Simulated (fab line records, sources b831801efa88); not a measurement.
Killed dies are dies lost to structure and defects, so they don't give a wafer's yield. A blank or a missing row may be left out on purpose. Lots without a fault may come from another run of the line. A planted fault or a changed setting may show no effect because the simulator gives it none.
fab line records | flow sky130 | part 2 of 2: steps 30 to 39 of 39
record lots=5 wafers=15 last_day=50
route steps=708 shown CAPM@539 METAL3@555 VIA3@573
lots that met no fault: from a run of the same line without faults
start_h: hours from the record's first day to the start of the lot's first wafer shown | wait_h: hours since the lot's step before | " the same as in the row above | L1.1+2: a row that stands for several wafers | - no value, or no start given | * or withheld: withheld | < > ~ a bound
route shown NAME@n: a module of which the file shows steps, and the number in the route of the first | usual: mean/standard deviation of fault-free wafers | same: alike in all rows | chamber/n: place in a boat | sites: the reading at each site | _std_site: their standard deviation | _edge_site: outer sites' mean less inner sites' | radius_mm: how far each site lies from the wafer's centre | mask NAME#n: copy n | behind: the tool/chamber that last shaped the wafer | hold: why the lot was held/for how many hours/how that ended | device: the transistor (n, p or np) that didn't switch | end of line: the same wafers' tests at the end of the route | a step without rows: its recipe alone | killed: dies lost to structure and defects at the first sort, not the wafer's yield | map: a wafer's dies, x killed, . not, _ none there
set.NAME: the setting as run; set.NAME@STEP: as run at that earlier step | model.NAME: the simulator's own value behind a step, which no gauge read
lots at some steps of the route; a table a step, a row a wafer
services: from which hour (start_h, from the record's first day; less than 0 if before it) a tool's chamber was out of use, for how many hours, and why
## steps
# step SKY_METAL3_METAL_ETCH_18
# recipe target_depth_a=8450 stop_on=SiO2 over_etch_frac=0.3 time_s=183.1 chemistry=Cl2/BCl3 resist_sidewall_deg=88 pressure_mtorr=10 icp_w=900 bias_w=48.5 Cl2_flow_sccm=60 bcl3_flow_sccm=30
# usual drypump_motor_current_A=5.7/0.47 oes_product_au=0.864/0.0061 rf_fwd_power_W=897.2/2.7 throttle_valve_pct=22.265/0.0092
# columns lot.wafer tool chamber start_h wait_h drypump_motor_current_A oes_product_au rf_fwd_power_W rf_hours_counter_h throttle_valve_pct
L075.2 rie_metal-04 1 909.49 0.0 5.2 0.863 889.1 1 22.247
L075.3 " 1 " " 5.2 0.863 891.7 - 22.265
L075.6 " 1 " " 5.2 0.871 892.8 - 22.247
L076.2 rie_metal-01 1 923.79 0.0 5.9 0.858 893.3 16 22.264
L076.5 " 0 " " 6.3 0.867 898.2 - 22.276
L076.6 " 1 " " 5.9 0.860 894.4 - 22.252
L081.1 rie_metal-03 1 951.54 0.0 5.9 0.860 894.1 0 22.279
L081.3 " 0 " " 5.0 0.858 898.9 - 22.255
L081.4 " 1 " " 5.9 0.865 899.6 - 22.260
L088.2 rie_metal-01 0 1002.37 0.1 6.3 0.861 900.7 - 22.278
L088.3 " 0 " " 6.3 0.873 899.1 - 22.276
L088.6 " 0 " " 6.3 0.872 900.1 - 22.267
L094.2 rie_metal-04 0 1043.89 0.0 6.1 0.868 902.5 17 22.253
L094.4 " 0 " " 6.2 0.877 901.6 - 22.250
L094.5 " 1 " " 5.2 0.870 894.3 - 22.272
# step SKY_METAL3_STRIP_19
# recipe chemistry=O2/N2 power_w=1400 pressure_mtorr=1500 platen_temp_c=withheld o2_flow_sccm=3000 n2_flow_sccm=300 overash_fraction=0.5
# usual drypump_motor_current_A=5.4/0.32 oes_product_au=0.502/0.0049 strip_time_to_endpoint_s=6.53/0.062
# columns lot.wafer tool chamber start_h wait_h drypump_motor_current_A oes_product_au rf_hours_counter_h strip_time_to_endpoint_s
L075.2 plasma_asher-04 1 909.67 0.1 4.9 0.506 108 6.57
L075.3 " 0 " " 5.4 0.507 - 6.51
L075.6 " 0 " " 5.5 0.512 - 6.60
L076.2 plasma_asher-02 0 923.97 0.1 5.3 0.502 19 6.55
L076.5 " 1 " " 5.4 0.507 - 6.63
L076.6 " 0 " " 5.3 0.508 - 6.58
L081.1 plasma_asher-02 1 951.72 0.1 5.4 0.502 21 6.49
L081.3 " 0 " " 5.3 0.504 - 6.54
L081.4 " 1 " " 5.4 0.498 - 6.43
L088.2 plasma_asher-02 1 1002.67 0.2 5.4 0.513 26 6.58
L088.3 " 0 " " 5.3 0.504 - 6.56
L088.6 " 0 " " 5.3 0.511 - 6.57
L094.2 plasma_asher-04 1 1044.07 0.1 5.0 0.502 122 6.61
L094.4 " 1 " " 4.9 0.504 - 6.60
L094.5 " 1 " " 4.9 0.498 - 6.61
# step SKY_METAL3_STRIP_20
# recipe chemistry=post_etch_residue_remover time_s=1200 temp_c=72.5
# columns lot.wafer tool chamber start_h wait_h
L075.2+3+6 wet_bench-01 1 909.77 0.1
L076.2+5+6 wet_bench-02 1 924.07 0.1
L081.1+3+4 wet_bench-04 0 951.82 0.1
L088.2+3+6 wet_bench-02 2 1002.77 0.1
L094.2+4+5 wet_bench-04 1 1044.17 0.1
# step SKY_METAL3_CLEAN_21
# recipe chemistry=IPA time_s=180 temp_c=25
# columns lot.wafer tool chamber start_h wait_h
L075.2+3+6 wet_bench-02 0 910.11 0.0
L076.2+5+6 wet_bench-01 1 924.44 0.0
L081.1+3+4 wet_bench-02 0 952.16 0.0
L088.2+3+6 wet_bench-01 0 1003.18 0.0
L094.2+4+5 wet_bench-01 1 1044.51 0.0
# step SKY_METAL3_CLEAN_22
# recipe chemistry=O3/DIW dry=n2_spin
# columns lot.wafer tool chamber start_h wait_h
L075.2+3+6 wet_bench-01 3 910.17 0.0
L076.2+5+6 wet_bench-04 0 924.50 0.0
L081.1+3+4 wet_bench-01 0 952.22 0.0
L088.2+3+6 wet_bench-02 3 1003.25 0.0
L094.2+4+5 wet_bench-04 0 1044.57 0.0
# step SKY_VIA3_HDPCVD_00
# recipe material=SiO2 target_thk_nm=1635 sigma_open_frac=0.3 time_s=272.5 temp_c=400 sih4_flow_sccm=60 pressure_mtorr=6
# usual sih4_flow_sccm=60.01/0.17
# columns lot.wafer tool chamber start_h wait_h sih4_flow_sccm
L075.2 hdpcvd-01 1 910.26 0.0 59.85
L075.3 " 0 " " 60.13
L075.6 " 2 " " 59.79
L076.2 hdpcvd-02 0 924.59 0.0 60.12
L076.5 " 2 " " 59.84
L076.6 " 1 " " 60.02
L081.1 hdpcvd-02 0 952.31 0.0 59.92
L081.3 " 2 " " 59.97
L081.4 " 2 " " 59.94
L088.2 hdpcvd-01 1 1003.36 0.0 60.15
L088.3 " 2 " " 59.92
L088.6 " 1 " " 59.92
L094.2 hdpcvd-02 0 1044.66 0.0 60.18
L094.4 " 0 " " 59.93
L094.5 " 0 " " 59.70
# step SKY_VIA3_THK_MEAS_01
# recipe reads=SiO2_of_VIA3_HDPCVD_00
# usual VIA3_HDPCVD_THK=1635/13
# columns lot.wafer tool chamber start_h wait_h VIA3_HDPCVD_THK[nm]
L075.2 film_metro-03 - 910.44 0.1 1643
L075.3 " - " " 1620
L075.6 " - " " 1642
L076.2 film_metro-03 - 924.77 0.1 1659
L076.5 " - " " 1635
L076.6 " - " " 1632
L081.1 film_metro-01 - 952.48 0.1 1653
L081.3 " - " " 1654
L081.4 " - " " 1637
L088.2 film_metro-03 - 1003.53 0.1 1642
L088.3 " - " " 1625
L088.6 " - " " 1644
L094.2 film_metro-04 - 1044.92 0.2 1642
L094.4 " - " " 1640
L094.5 " - " " 1628
# step SKY_VIA3_CMP_02
# recipe material=SiO2 down_force_psi=4 platen_rpm=60 pad_velocity_m_s=0.94248
# usual motor_current_A=12.2/0.94
# columns lot.wafer tool chamber start_h wait_h motor_current_A
L075.2 cmp-01 1 910.49 0.0 12.9
L075.3 " 2 " " 10.8
L075.6 " 1 " " 13.1
L076.2 cmp-02 1 924.97 0.2 12.6
L076.5 " 2 " " 13.4
L076.6 " 3 " " 12.4
L081.1 cmp-01 2 952.59 0.1 11.2
L081.4 " 3 " " 12.1
L081.3 " 0 " " 11.5
L088.2 cmp-02 3 1003.63 0.1 11.9
L088.3 " 1 " " 12.8
L088.6 " 2 " " 13.5
L094.4 cmp-01 0 1045.83 0.9 11.7
L094.2 " 2 " " 11.2
L094.5 " 3 " " 12.7
# step SKY_VIA3_BOW_MEAS_03
# recipe mode=bow
# usual VIA3_BOW=80/7.5
# columns lot.wafer tool chamber start_h wait_h VIA3_BOW[um]
L075.2 film_metro-01 - 910.81 0.3 63
L075.3 " - " " 53
L075.6 " - " " 70
L076.2 film_metro-04 - 925.14 0.1 74
L076.5 " - " " 79
L076.6 " - " " 68
L081.1 film_metro-03 - 952.84 0.2 75
L081.3 " - " " 79
L081.4 " - " " 90
L088.2 film_metro-01 - 1003.90 0.2 73
L088.3 " - " " 74
L088.6 " - " " 79
L094.2 film_metro-03 - 1046.10 0.1 87
L094.4 " - " " 69
L094.5 " - " " 85
# step SKY_VIA3_DEHYDRATE_04
# recipe temp_c=200 time_s=60
# usual plate_temp_C=200.01/0.16
# columns lot.wafer tool chamber start_h wait_h plate_temp_C
L075.2 litho_track-04 0 922.45 11.6 199.96
L075.3 " 0 " " 200.21
L075.6 " 0 " " 200.00
L076.2 litho_track-04 0 937.60 12.4 199.90
L076.5 " 0 " " 199.87
L076.6 " 0 " " 199.81
L081.1 litho_track-01 0 965.08 12.2 200.00
L081.3 " 0 " " 200.03
L081.4 " 0 " " 200.16
L088.2 litho_track-01 0 1015.56 11.6 200.11
L088.3 " 0 " " 200.23
L088.6 " 0 " " 200.14
L094.2 litho_track-03 0 1056.24 10.1 200.05
L094.4 " 0 " " 199.72
L094.5 " 0 " " 200.24
## services
# columns tool chamber start_h hours kind
hdpcvd-02 - 841.88 2.7 repair
krf_scanner-01 - 844.77 1.3 pm
rie_diel-04 - 848.90 2.8 pm
cmp-01 - 851.03 0.9 repair
wet_bench-02 - 854.92 3.6 repair
cmp-01 - 857.49 1.8 repair
krf_scanner-01 - 860.20 0.8 pm
cmp-01 - 862.21 9.2 pm
rie_metal-04 0 874.60 2.1 repair
rie_diel-04 - 879.80 0.5 repair
krf_scanner-01 - 883.92 0.8 repair
rie_metal-03 - 886.73 1.2 repair
rie_metal-01 0 890.74 2.3 repair
hdpcvd-02 - 912.25 6.0 pm
iline_stepper-02 - 918.99 1.7 pm
rie_metal-01 - 931.59 0.7 repair
krf_scanner-01 - 935.73 4.4 pm
krf_scanner-01 - 976.83 3.6 pm
krf_scanner-01 - 993.32 1.0 pm
krf_scanner-01 - 1020.67 1.3 pm
iline_stepper-02 - 1025.08 12.4 repair
krf_scanner-01 - 1029.00 0.8 pm
iline_stepper-02 - 1045.83 7.1 repair
wet_bench-02 - 1048.23 1.2 repair
